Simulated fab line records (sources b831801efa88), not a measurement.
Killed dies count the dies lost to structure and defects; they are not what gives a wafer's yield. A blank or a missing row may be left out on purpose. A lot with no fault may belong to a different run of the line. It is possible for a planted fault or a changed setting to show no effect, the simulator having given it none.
Tool commonality check || flow gf180mcu || 42 wafers sampled across 12 lots

## REASON IT WAS OPENED
At GF_VT_IMPLANT_RS_MEAS_48 the reading LVPWELL_RS is flagged on 2 of 12 lots. Wafers without a fault read 1198 ohm/sq, standard deviation 3.2.
Rule: a lot gets a flag if all its wafers with a number sit over 4 standard deviations from that mean, or if no wafer of it has a number. The other lots count as sound.

{"lot": "L499", "measured": "day 7 15:32", "on": "filmMetro-01", "LVPWELL_RS (ohm/sq), wafer by wafer": "1197 1197 1196", "flag": ""}
{"lot": "L500", "measured": "day 7 22:12", "on": "filmMetro-03", "LVPWELL_RS (ohm/sq), wafer by wafer": "1196 1201 1195", "flag": ""}
{"lot": "L504", "measured": "day 8 18:48", "on": "filmMetro-04", "LVPWELL_RS (ohm/sq), wafer by wafer": "1198 1195 1199", "flag": ""}
{"lot": "L507", "measured": "day 9 18:56", "on": "filmMetro-04", "LVPWELL_RS (ohm/sq), wafer by wafer": "1202 1204 1201", "flag": ""}
{"lot": "L511", "measured": "day 10 18:46", "on": "filmMetro-01", "LVPWELL_RS (ohm/sq), wafer by wafer": "1196 1199 1199", "flag": ""}
{"lot": "L512", "measured": "day 11 02:42", "on": "filmMetro-03", "LVPWELL_RS (ohm/sq), wafer by wafer": "1197 1195 1192", "flag": ""}
{"lot": "L514", "measured": "day 11 15:16", "on": "filmMetro-01", "LVPWELL_RS (ohm/sq), wafer by wafer": "1199 1196 1202", "flag": ""}
{"lot": "L516", "measured": "day 12 01:41", "on": "filmMetro-01", "LVPWELL_RS (ohm/sq), wafer by wafer": "1229 1235 1229 1229 1231 1231", "flag": "FLAGGED"}
{"lot": "L517", "measured": "day 12 13:51", "on": "filmMetro-01", "LVPWELL_RS (ohm/sq), wafer by wafer": "1196 1200 1200", "flag": ""}
{"lot": "L518", "measured": "day 12 18:21", "on": "filmMetro-04", "LVPWELL_RS (ohm/sq), wafer by wafer": "1234 1233 1233 1235 1235 1232", "flag": "FLAGGED"}
{"lot": "L520", "measured": "day 13 06:53", "on": "filmMetro-01", "LVPWELL_RS (ohm/sq), wafer by wafer": "1198 1199 1198", "flag": ""}
{"lot": "L521", "measured": "day 13 13:34", "on": "filmMetro-03", "LVPWELL_RS (ohm/sq), wafer by wafer": "1199 1198 1201", "flag": ""}
On average the flagged lots' numbers are 1232 ohm/sq, which is +34 ohm/sq against the usual, or +11 standard deviations.

## TOOL THAT RAN EACH LOT
The record holds 2 process steps before the reading, out of a route of 602 steps. Read each cell as the tool, then ch plus the chambers that the sampled wafers visited, then the start.
{"lot": "L499", "flag": "", "GF_LVPWELL_IMPLANT_08": "implanter-02 ch 0, day 3 23:14", "GF_VT_IMPLANT_STRIP_09": "plasmaAsher-01 ch 0,1, day 5 17:01"}
{"lot": "L500", "flag": "", "GF_LVPWELL_IMPLANT_08": "implanter-02 ch 0, day 4 03:37", "GF_VT_IMPLANT_STRIP_09": "plasmaAsher-04 ch 0,1, day 5 22:44"}
{"lot": "L504", "flag": "", "GF_LVPWELL_IMPLANT_08": "implanter-04 ch 0, day 4 22:38", "GF_VT_IMPLANT_STRIP_09": "plasmaAsher-02 ch 0,1, day 6 18:46"}
{"lot": "L507", "flag": "", "GF_LVPWELL_IMPLANT_08": "implanter-02 ch 0, day 5 17:14", "GF_VT_IMPLANT_STRIP_09": "plasmaAsher-04 ch 0,1, day 7 15:37"}
{"lot": "L511", "flag": "", "GF_LVPWELL_IMPLANT_08": "implanter-02 ch 0, day 6 14:10", "GF_VT_IMPLANT_STRIP_09": "plasmaAsher-04 ch 0,1, day 8 15:36"}
{"lot": "L512", "flag": "", "GF_LVPWELL_IMPLANT_08": "implanter-02 ch 0, day 6 21:40", "GF_VT_IMPLANT_STRIP_09": "plasmaAsher-02 ch 0,1, day 8 23:33"}
{"lot": "L514", "flag": "", "GF_LVPWELL_IMPLANT_08": "implanter-04 ch 0, day 7 08:46", "GF_VT_IMPLANT_STRIP_09": "plasmaAsher-04 ch 0,1, day 9 11:16"}
{"lot": "L516", "flag": "FLAGGED", "GF_LVPWELL_IMPLANT_08": "implanter-02 ch 0, day 7 18:14", "GF_VT_IMPLANT_STRIP_09": "plasmaAsher-01 ch 0,1, day 9 20:54"}
{"lot": "L517", "flag": "", "GF_LVPWELL_IMPLANT_08": "implanter-03 ch 0, day 8 03:52", "GF_VT_IMPLANT_STRIP_09": "plasmaAsher-01 ch 0,1, day 10 07:02"}
{"lot": "L518", "flag": "FLAGGED", "GF_LVPWELL_IMPLANT_08": "implanter-02 ch 0, day 8 08:31", "GF_VT_IMPLANT_STRIP_09": "plasmaAsher-01 ch 0,1, day 10 11:23"}
{"lot": "L520", "flag": "", "GF_LVPWELL_IMPLANT_08": "implanter-03 ch 0, day 8 20:22", "GF_VT_IMPLANT_STRIP_09": "plasmaAsher-04 ch 0,1, day 10 22:38"}
{"lot": "L521", "flag": "", "GF_LVPWELL_IMPLANT_08": "implanter-04 ch 0, day 9 00:52", "GF_VT_IMPLANT_STRIP_09": "plasmaAsher-04 ch 0,1, day 11 03:03"}
What the steps here do:
- GF_LVPWELL_IMPLANT_08
- GF_VT_IMPLANT_STRIP_09: strips in O2/N2.
- GF_VT_IMPLANT_RS_MEAS_48: measures by four-point-probe.

## FLAGGED OVER TOTAL, TOOL BY TOOL (the gauges that took the reading come last)
{"step": "GF_LVPWELL_IMPLANT_08", "tool": "implanter-02", "lots run": 7, "flagged": 2, "share of the flagged lots": "all", "sound lots run after its first flagged lot": 0}
{"step": "GF_LVPWELL_IMPLANT_08", "tool": "implanter-03", "lots run": 2, "flagged": 0, "share of the flagged lots": "none", "sound lots run after its first flagged lot": "-"}
{"step": "GF_LVPWELL_IMPLANT_08", "tool": "implanter-04", "lots run": 3, "flagged": 0, "share of the flagged lots": "none", "sound lots run after its first flagged lot": "-"}
{"step": "GF_VT_IMPLANT_STRIP_09", "tool": "plasmaAsher-01", "lots run": 4, "flagged": 2, "share of the flagged lots": "all", "sound lots run after its first flagged lot": "1 (L517)"}
{"step": "GF_VT_IMPLANT_STRIP_09", "tool": "plasmaAsher-02", "lots run": 2, "flagged": 0, "share of the flagged lots": "none", "sound lots run after its first flagged lot": "-"}
{"step": "GF_VT_IMPLANT_STRIP_09", "tool": "plasmaAsher-04", "lots run": 6, "flagged": 0, "share of the flagged lots": "none", "sound lots run after its first flagged lot": "-"}
{"step": "GF_VT_IMPLANT_RS_MEAS_48", "tool": "filmMetro-01", "lots run": 6, "flagged": 1, "share of the flagged lots": "some", "sound lots run after its first flagged lot": "2 (L517,L520)"}
{"step": "GF_VT_IMPLANT_RS_MEAS_48", "tool": "filmMetro-03", "lots run": 3, "flagged": 0, "share of the flagged lots": "none", "sound lots run after its first flagged lot": "-"}
{"step": "GF_VT_IMPLANT_RS_MEAS_48", "tool": "filmMetro-04", "lots run": 3, "flagged": 1, "share of the flagged lots": "some", "sound lots run after its first flagged lot": 0}

## WHAT THE TABLE ALLOWS
Table rows that saw every flagged lot: 2, namely implanter-02 at GF_LVPWELL_IMPLANT_08 and plasmaAsher-01 at GF_VT_IMPLANT_STRIP_09.
- implanter-02 at GF_LVPWELL_IMPLANT_08 ran 7 lots, 2 of them flagged. A fault beginning between L512 (day 6 21:40), its last sound lot, and L516 (day 7 18:14), its first flagged one, fits the data. Its own readings (beamEnergyKeV) fall more than 4 standard deviations out on all wafers of the flagged lots.
- plasmaAsher-01 at GF_VT_IMPLANT_STRIP_09 ran 4 lots, 2 of them flagged. After the first flagged lot (L517), sound lots still ran on it; a lasting fault on the whole tool would not permit that.
Left over: one tool, implanter-02 at GF_LVPWELL_IMPLANT_08.

## WHAT HAD BEEN PUT IN BY THE SIMULATOR
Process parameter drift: implanter-02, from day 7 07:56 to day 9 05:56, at GF_LVPWELL_IMPLANT_08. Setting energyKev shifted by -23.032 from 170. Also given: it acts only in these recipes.
Shown lots that were struck: L516, L518. The rule above found the same.
